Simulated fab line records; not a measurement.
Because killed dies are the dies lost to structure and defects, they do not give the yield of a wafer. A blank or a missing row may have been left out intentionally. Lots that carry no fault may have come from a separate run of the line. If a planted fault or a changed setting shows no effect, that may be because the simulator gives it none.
Chamber matching + flow gf180mcu + pecvd-03 running GF_V1_CVD_02: 3 sister chambers
The step deposits SiO2 from TEOS, target thk 850 nm, time 94.851 s. 6 wafers are shown with their chamber, then 9 later ones without.

WAFERS PAIRED WITH THEIR CHAMBERS
| wafer  | chamber | heaterPowerW (W) | rfFwdPowerW (W) |
|--------|---------|------------------|-----------------|
| L077.4 | 1       | 846              | 598.6           |
| L079.1 | 2       | 639              | 597.8           |
| L079.3 | 1       | 836              | 597.6           |
| L083.2 | 0       | 642              | 596.0           |
| L083.5 | 0       | 605              | 594.1           |
| L083.6 | 2       | 530              | 594.7           |

WAFERS WITHOUT THEIR CHAMBER
| wafer  | heaterPowerW (W) | rfFwdPowerW (W) |
|--------|------------------|-----------------|
| L084.2 | 776              | 598.9           |
| L084.4 | 669              | 594.2           |
| L084.6 | 623              | 594.5           |
| L090.2 | 621              | 597.2           |
| L090.3 | 542              | 597.7           |
| L090.4 | 585              | 594.4           |
| L097.1 | 885              | 592.9           |
| L097.4 | 623              | 594.7           |
| L097.5 | 683              | 596.4           |

CHAMBER TAKEN BY EACH
| wafer  | from the rows above          | in truth |
|--------|------------------------------|----------|
| L084.2 | 1                            | 1        |
| L084.4 | can't be placed: 0 or 2      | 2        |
| L084.6 | can't be placed: 0 or 2      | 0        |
| L090.2 | can't be placed: 2 or 0      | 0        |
| L090.3 | can't be placed: 2 or 0      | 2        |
| L090.4 | can't be placed: 0 or 2      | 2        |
| L097.1 | 1                            | 1        |
| L097.4 | can't be placed: 0 or 2      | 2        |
| L097.5 | can't be placed: 0 or 2 or 1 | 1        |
Correctly placed: 2 of 9. Unplaceable from these rows: 7, with the true chamber sitting among the candidates in 7. 0 placed wrongly.
How it was worked out, from the rows above alone: a wafer's distance from a chamber is the root of the sum, over the readings, of the square of ((its reading less the chamber's mean) divided by the reading's scatter). The wafer belongs to the nearest chamber; if the next one is less than 2 further off, it can't be placed. Each chamber's mean is taken over the wafers shown for it. The scatter is the square root of a quotient: the sum, over the shown wafers, of each reading's squared deviation from its chamber's mean, divided by wafers minus chambers.
